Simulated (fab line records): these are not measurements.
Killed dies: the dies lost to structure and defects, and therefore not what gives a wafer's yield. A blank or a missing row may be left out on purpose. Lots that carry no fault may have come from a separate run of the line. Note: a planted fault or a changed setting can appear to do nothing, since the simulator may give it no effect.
Which of the tools did it? :: flow sky130 :: Sampling: 13 lots, 39 wafers, 5 of 708 route steps

WHAT THE GAUGES SHOWED, per wafer
SKY_VT_ADJUST_NCORE_TW_MEAS_11. Usual: VT_ADJUST_NCORE_TW typically reads 220.0, with standard deviation 2.4.
lot: L127
measured: day 8 12:44
on: film_metro-03
VT_ADJUST_NCORE_TW: 218.4 217.7 219.8
flag: 

lot: L128
measured: day 8 19:21
on: film_metro-01
VT_ADJUST_NCORE_TW: 221.4 222.0 221.2
flag: 

lot: L129
measured: day 9 04:16
on: film_metro-01
VT_ADJUST_NCORE_TW: 222.3 223.5 222.6
flag: 

lot: L131
measured: day 9 17:25
on: film_metro-01
VT_ADJUST_NCORE_TW: 222.3 220.8 221.2
flag: 

lot: L133
measured: day 10 09:58
on: film_metro-01
VT_ADJUST_NCORE_TW: 221.4 221.1 221.3
flag: 

lot: L134
measured: day 10 16:35
on: film_metro-03
VT_ADJUST_NCORE_TW: 219.7 219.8 220.2
flag: 

lot: L135
measured: day 10 22:08
on: film_metro-03
VT_ADJUST_NCORE_TW: 219.3 220.5 219.3
flag: 

lot: L136
measured: day 11 03:21
on: film_metro-03
VT_ADJUST_NCORE_TW: 269.3 267.0 268.3 267.9 268.3 267.5
flag: OFF

lot: L137
measured: day 11 14:22
on: film_metro-01
VT_ADJUST_NCORE_TW: 272.7 270.0 272.5 272.9 271.4 273.4
flag: OFF

lot: L145
measured: day 13 22:21
on: film_metro-03
VT_ADJUST_NCORE_TW: 266.8 267.3 267.3 266.7 266.5 268.1
flag: OFF

lot: L148
measured: day 15 06:04
on: film_metro-04
VT_ADJUST_NCORE_TW: 216.1 216.1 215.2
flag: 

lot: L149
measured: day 15 16:31
on: film_metro-04
VT_ADJUST_NCORE_TW: 216.8 216.2 216.6
flag: 

lot: L150
measured: day 15 17:25
on: film_metro-03
VT_ADJUST_NCORE_TW: 220.7 218.4 219.8
flag: 

SKY_VT_ADJUST_PCH_OVL_MEAS_07. Usual: VT_ADJUST_PCH_OVL typically reads 0.4 nm, with standard deviation 1.2.
lot: L127
measured: day 10 08:16
on: overlay-02
VT_ADJUST_PCH_OVL (nm): -2.2 -0.8 -2.5
flag: 

lot: L128
measured: day 10 15:19
on: overlay-02
VT_ADJUST_PCH_OVL (nm): 0.7 0.3 -1.6
flag: 

lot: L129
measured: day 11 00:28
on: overlay-02
VT_ADJUST_PCH_OVL (nm): 1.9 2.8 1.7
flag: 

lot: L131
measured: day 11 16:04
on: overlay-02
VT_ADJUST_PCH_OVL (nm): -2.0 -2.0 -1.9
flag: 

lot: L133
measured: day 12 09:49
on: overlay-02
VT_ADJUST_PCH_OVL (nm): 1.6 0.5 2.1
flag: 

lot: L134
measured: day 12 18:19
on: overlay-01
VT_ADJUST_PCH_OVL (nm): 0.7 0.7 1.5
flag: 

lot: L135
measured: day 13 00:49
on: overlay-01
VT_ADJUST_PCH_OVL (nm): 0.5 0.9 0.0
flag: 

lot: L136
measured: day 13 04:53
on: overlay-02
VT_ADJUST_PCH_OVL (nm): -0.6 -0.1 0.9
flag: 

lot: L137
measured: day 13 16:50
on: overlay-02
VT_ADJUST_PCH_OVL (nm): 0.5 -2.2 -1.4
flag: 

lot: L145
measured: day 16 02:37
on: overlay-01
VT_ADJUST_PCH_OVL (nm): 0.3 0.6 2.0
flag: 

lot: L148
measured: day 17 14:32
on: overlay-01
VT_ADJUST_PCH_OVL (nm): 0.7 1.3 2.0
flag: 

lot: L149
measured: day 18 00:55
on: overlay-01
VT_ADJUST_PCH_OVL (nm): -0.1 2.6 0.3
flag: 

lot: L150
measured: day 18 03:29
on: overlay-02
VT_ADJUST_PCH_OVL (nm): 0.6 -0.7 1.3
flag: 

SKY_VT_ADJUST_PCH_TW_MEAS_10. Usual: VT_ADJUST_PCH_TW typically reads 141.6, with standard deviation 1.4.
lot: L127
measured: day 10 08:34
on: film_metro-04
VT_ADJUST_PCH_TW: 141.7 141.3 141.6
flag: 

lot: L128
measured: day 10 15:36
on: film_metro-04
VT_ADJUST_PCH_TW: 141.1 141.1 140.7
flag: 

lot: L129
measured: day 11 00:46
on: film_metro-02
VT_ADJUST_PCH_TW: 140.9 141.0 141.7
flag: 

lot: L131
measured: day 11 16:22
on: film_metro-04
VT_ADJUST_PCH_TW: 140.7 141.2 140.9
flag: 

lot: L133
measured: day 12 10:07
on: film_metro-04
VT_ADJUST_PCH_TW: 141.2 141.5 141.2
flag: 

lot: L134
measured: day 12 18:36
on: film_metro-04
VT_ADJUST_PCH_TW: 140.5 140.3 141.2
flag: 

lot: L135
measured: day 13 01:07
on: film_metro-04
VT_ADJUST_PCH_TW: 141.3 140.9 141.4
flag: 

lot: L136
measured: day 13 05:10
on: film_metro-02
VT_ADJUST_PCH_TW: 140.8 140.8 139.9
flag: 

lot: L137
measured: day 13 17:07
on: film_metro-02
VT_ADJUST_PCH_TW: 141.2 140.4 140.5
flag: 

lot: L145
measured: day 16 02:54
on: film_metro-02
VT_ADJUST_PCH_TW: 141.4 141.8 142.1
flag: 

lot: L148
measured: day 17 14:49
on: film_metro-01
VT_ADJUST_PCH_TW: 144.6 144.7 144.9
flag: 

lot: L149
measured: day 18 01:12
on: film_metro-04
VT_ADJUST_PCH_TW: 141.2 141.5 141.1
flag: 

lot: L150
measured: day 18 03:46
on: film_metro-04
VT_ADJUST_PCH_TW: 140.7 140.3 140.8
flag: 

WHICH TOOL RAN EACH LOT (tool, then ch and the chambers of the sampled wafers, then the start)
lot: L127
SKY_FIELD_ISO_ETCH_17: rie_si-02 ch 0,2, day 2 04:12
SKY_VT_ADJUST_NCORE_IMPLANT_09: implanter-04 ch 0, day 8 12:29

lot: L128
SKY_FIELD_ISO_ETCH_17: rie_si-02 ch 0,1,2, day 2 12:11
SKY_VT_ADJUST_NCORE_IMPLANT_09: implanter-03 ch 0, day 8 19:07

lot: L129
SKY_FIELD_ISO_ETCH_17: rie_si-01 ch 0,1,2, day 2 16:08
SKY_VT_ADJUST_NCORE_IMPLANT_09: implanter-03 ch 0, day 9 04:01

lot: L131
SKY_FIELD_ISO_ETCH_17: rie_si-02 ch 0,1,3, day 3 05:23
SKY_VT_ADJUST_NCORE_IMPLANT_09: implanter-01 ch 0, day 9 17:10

lot: L133
SKY_FIELD_ISO_ETCH_17: rie_si-01 ch 1,2,3, day 3 12:17
SKY_VT_ADJUST_NCORE_IMPLANT_09: implanter-04 ch 0, day 10 09:43

lot: L134
SKY_FIELD_ISO_ETCH_17: rie_si-02 ch 1,2, day 3 16:50
SKY_VT_ADJUST_NCORE_IMPLANT_09: implanter-03 ch 0, day 10 16:21

lot: L135
SKY_FIELD_ISO_ETCH_17: rie_si-02 ch 0,2, day 3 21:59
SKY_VT_ADJUST_NCORE_IMPLANT_09: implanter-04 ch 0, day 10 21:53

lot: L136
SKY_FIELD_ISO_ETCH_17: rie_si-02 ch 0,2,3, day 4 02:56
SKY_VT_ADJUST_NCORE_IMPLANT_09: implanter-03 ch 0, day 11 02:48

lot: L137
SKY_FIELD_ISO_ETCH_17: rie_si-01 ch 0,1, day 4 09:20
SKY_VT_ADJUST_NCORE_IMPLANT_09: implanter-03 ch 0, day 11 13:45

lot: L145
SKY_FIELD_ISO_ETCH_17: rie_si-02 ch 0,2, day 6 02:20
SKY_VT_ADJUST_NCORE_IMPLANT_09: implanter-01 ch 0, day 13 21:48

lot: L148
SKY_FIELD_ISO_ETCH_17: rie_si-02 ch 1,2, day 6 19:20
SKY_VT_ADJUST_NCORE_IMPLANT_09: implanter-03 ch 0, day 15 05:50

lot: L149
SKY_FIELD_ISO_ETCH_17: rie_si-02 ch 2,3, day 7 01:08
SKY_VT_ADJUST_NCORE_IMPLANT_09: implanter-03 ch 0, day 15 16:17

lot: L150
SKY_FIELD_ISO_ETCH_17: rie_si-02 ch 0,1, day 7 04:38
SKY_VT_ADJUST_NCORE_IMPLANT_09: implanter-01 ch 0, day 15 17:11
- SKY_FIELD_ISO_ETCH_17: etches Si in HBr/Cl2/O2, target depth 342 nm, time 97.7 s.
- SKY_VT_ADJUST_NCORE_IMPLANT_09

AS READ BY THE TOOLS THEMSELVES (means over the sampled wafers that have a number; for cases with no such wafer, the mark the record gives instead)
SKY_FIELD_ISO_ETCH_17. Usual: bias_w 150.0 W, standard deviation 0.4; drypump_motor_current_A 5.80 A, standard deviation 0.3; oes_product_au 1.003 a.u., standard deviation 0.0084; throttle_valve_pct 25.654 %, standard deviation 0.01.
lot: L127
tool: rie_si-02
bias_w (W): 149.6
drypump_motor_current_A (A): 5.75
oes_product_au (a.u.): 1.014
throttle_valve_pct (%): 25.650
flag: 

lot: L128
tool: rie_si-02
bias_w (W): 149.8
drypump_motor_current_A (A): 5.76
oes_product_au (a.u.): 0.996
throttle_valve_pct (%): 25.659
flag: 

lot: L129
tool: rie_si-01
bias_w (W): 149.9
drypump_motor_current_A (A): 5.64
oes_product_au (a.u.): 1.012
throttle_valve_pct (%): 25.647
flag: 

lot: L131
tool: rie_si-02
bias_w (W): 150.2
drypump_motor_current_A (A): 5.81
oes_product_au (a.u.): 0.999
throttle_valve_pct (%): 25.667
flag: 

lot: L133
tool: rie_si-01
bias_w (W): 150.0
drypump_motor_current_A (A): 5.40
oes_product_au (a.u.): 1.002
throttle_valve_pct (%): 25.651
flag: 

lot: L134
tool: rie_si-02
bias_w (W): 149.6
drypump_motor_current_A (A): 5.93
oes_product_au (a.u.): 1.000
throttle_valve_pct (%): 25.654
flag: 

lot: L135
tool: rie_si-02
bias_w (W): 150.2
drypump_motor_current_A (A): 5.77
oes_product_au (a.u.): 1.014
throttle_valve_pct (%): 25.642
flag: 

lot: L136
tool: rie_si-02
bias_w (W): 149.9
drypump_motor_current_A (A): 5.82
oes_product_au (a.u.): 1.011
throttle_valve_pct (%): 25.649
flag: 

lot: L137
tool: rie_si-01
bias_w (W): 150.4
drypump_motor_current_A (A): 5.76
oes_product_au (a.u.): 1.015
throttle_valve_pct (%): 25.646
flag: 

lot: L145
tool: rie_si-02
bias_w (W): 150.2
drypump_motor_current_A (A): 5.75
oes_product_au (a.u.): 1.002
throttle_valve_pct (%): 25.655
flag: 

lot: L148
tool: rie_si-02
bias_w (W): 150.3
drypump_motor_current_A (A): 5.95
oes_product_au (a.u.): 0.995
throttle_valve_pct (%): 25.671
flag: 

lot: L149
tool: rie_si-02
bias_w (W): 150.2
drypump_motor_current_A (A): 6.04
oes_product_au (a.u.): 1.004
throttle_valve_pct (%): 25.656
flag: 

lot: L150
tool: rie_si-02
bias_w (W): 150.4
drypump_motor_current_A (A): 5.57
oes_product_au (a.u.): 0.996
throttle_valve_pct (%): 25.657
flag: 

THE ANSWER, worked out from the rows above alone
Rule: take the mean of a lot's wafers that have a number; if it is more than 3 standard deviations from the usual mean, the lot is off. A lot without any number at a reading at which 4 lots or more have one is off too. All remaining lots with rows at the step are treated as sound. After the gauges, taken in route order, come the tools' own readings; for these a lot's mean is taken, as printed above. At the first step where some lot is off, the reading lying furthest off is the one used; lots without a number count as furthest.
Off: L136, L137, L145, at SKY_VT_ADJUST_NCORE_TW_MEAS_11 (VT_ADJUST_NCORE_TW).
If a tool, at a process step before that reading, ran all the lots that are off and no sound lot after the first of them, it fits. The gauges at SKY_VT_ADJUST_NCORE_TW_MEAS_11 are tried like those tools. None of those tried fits.

WHAT THE SIMULATOR HAD INSERTED
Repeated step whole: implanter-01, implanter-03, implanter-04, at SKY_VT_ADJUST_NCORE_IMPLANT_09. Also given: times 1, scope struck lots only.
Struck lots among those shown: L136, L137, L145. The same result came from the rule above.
